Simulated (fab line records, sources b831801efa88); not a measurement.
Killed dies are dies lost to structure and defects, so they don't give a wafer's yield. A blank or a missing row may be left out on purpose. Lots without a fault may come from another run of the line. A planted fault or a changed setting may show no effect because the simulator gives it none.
Split-lot experiment | flow sky130 | 5 lots, 23 wafers read, on a route of 708 steps

THE SPLIT
At SKY_METAL2_COAT_09 (resist thk 60 nm), the setting resist_thk_nm was moved away from the recipe's 60 nm on 9 of the 23 wafers read, by -5.9% to +3.4%. The other wafers ran this setting at the recipe's value.

FROM THE SPLIT TO THE READING: what the file shows between them, 5 steps
- SKY_METAL2_EXPOSE_12: exposes mask MM2, target cd 140 nm (also split here: dose_mj)
- SKY_METAL2_PEB_13
- SKY_METAL2_DEVELOP_14: develop time 60 s
- SKY_METAL2_CD_MEAS_15: target cd 140 nm
- SKY_METAL2_DESCUM_17: chemistry O2, time 8 s

THE READING
oes_product_au, in a.u., at SKY_METAL2_ETCH_18 (etches BARC in N2/H2, stops on SiO2, time 45.9 s, target depth 60 nm). Fault-free wafers of this fab line usually give 0.854 a.u., standard deviation 0.0045 a.u..

wafer  | tool, chamber at the split | resist_thk_nm as run, nm | against the recipe | oes_product_au, a.u. | against lot-mates on the recipe
L074.1 | litho_track-02, 0          | 60                       | recipe             | 0.855                | -
L074.2 | litho_track-02, 0          | 60                       | recipe             | 0.851                | -
L074.3 | litho_track-02, 0          | 60                       | recipe             | 0.854                | -
L074.4 | litho_track-02, 0          | 61.03                    | +1.7%              | 0.865                | +0.012
L074.6 | litho_track-02, 0          | 61.03                    | +1.7%              | 0.861                | +0.008
L077.1 | litho_track-01, 0          | 56.45                    | -5.9%              | 0.828                | -0.029
L077.2 | litho_track-01, 0          | 60                       | recipe             | 0.862                | -
L077.4 | litho_track-01, 0          | 60                       | recipe             | 0.858                | -
L077.5 | litho_track-01, 0          | 56.45                    | -5.9%              | 0.827                | -0.030
L077.6 | litho_track-01, 0          | 60                       | recipe             | 0.852                | -
L081.1 | litho_track-01, 0          | 62.02                    | +3.4%              | 0.872                | +0.018
L081.2 | litho_track-01, 0          | 62.02                    | +3.4%              | 0.870                | +0.016
L081.3 | litho_track-01, 0          | 60                       | recipe             | 0.854                | -
L081.4 | litho_track-01, 0          | 60                       | recipe             | 0.849                | -
L081.5 | litho_track-01, 0          | 60                       | recipe             | 0.859                | -
L084.2 | litho_track-01, 0          | 61.74                    | +2.9%              | 0.859                | +0.004
L084.3 | litho_track-01, 0          | 61.74                    | +2.9%              | 0.861                | +0.006
L084.4 | litho_track-01, 0          | 60                       | recipe             | 0.855                | -
L084.5 | litho_track-01, 0          | 61.74                    | +2.9%              | 0.866                | +0.011
L084.6 | litho_track-01, 0          | 60                       | recipe             | 0.855                | -
L085.1 | litho_track-02, 0          | 60                       | recipe             | 0.857                | -
L085.3 | litho_track-02, 0          | 60                       | recipe             | 0.856                | -
L085.6 | litho_track-02, 0          | 60                       | recipe             | 0.858                | -

THE FIT
A straight line over all 23 wafers: oes_product_au changes by +0.00424 a.u. for each +1% of resist_thk_nm; r = +0.94; the points scatter about the line by 0.0037 a.u..
The same after taking each lot's own level away (the mean of its wafers on the recipe; 23 wafers): +0.00458 a.u. for each +1%; r = +0.95; scatter 0.0036 a.u..
On that fit, the largest move of resist_thk_nm shifts the reading by 0.027 a.u..
The lots' own levels span 0.8533 to 0.8573 a.u., that is 0.9 times the standard deviation above.
So the lot-to-lot level changes the slope little: the two slopes agree.
Check: with one of the wafers moved furthest among these (-5.9%) left out of the fit, the line predicts -0.027 a.u. for it against its lot-mates. It came out at -0.0293 a.u. against them.

OTHER SPLITS ON THESE WAFERS
These wafers also went through other splits before the reading. Each is held against what the fit with the lots' levels taken away leaves over:
other split on the same wafers   | wafers away from the commonest value | r with oes_product_au (lot level and that fit taken away)
SKY_CONTACT_HDPCVD_02 time_s     | 8                                    | -0.15
SKY_CONTACT_CVD_24 pressure_torr | 15                                   | -0.24
SKY_METAL1_SPUTTER_03 time_s     | 7                                    | +0.04
SKY_METAL1_ETCH_18 time_s        | 4                                    | -0.01
SKY_METAL2_EXPOSE_12 dose_mj     | 4                                    | +0.10

THE FILE'S OWN FIT
oes_product_au changes by +0.00471 a.u. for each +1% of resist_thk_nm, r = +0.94.
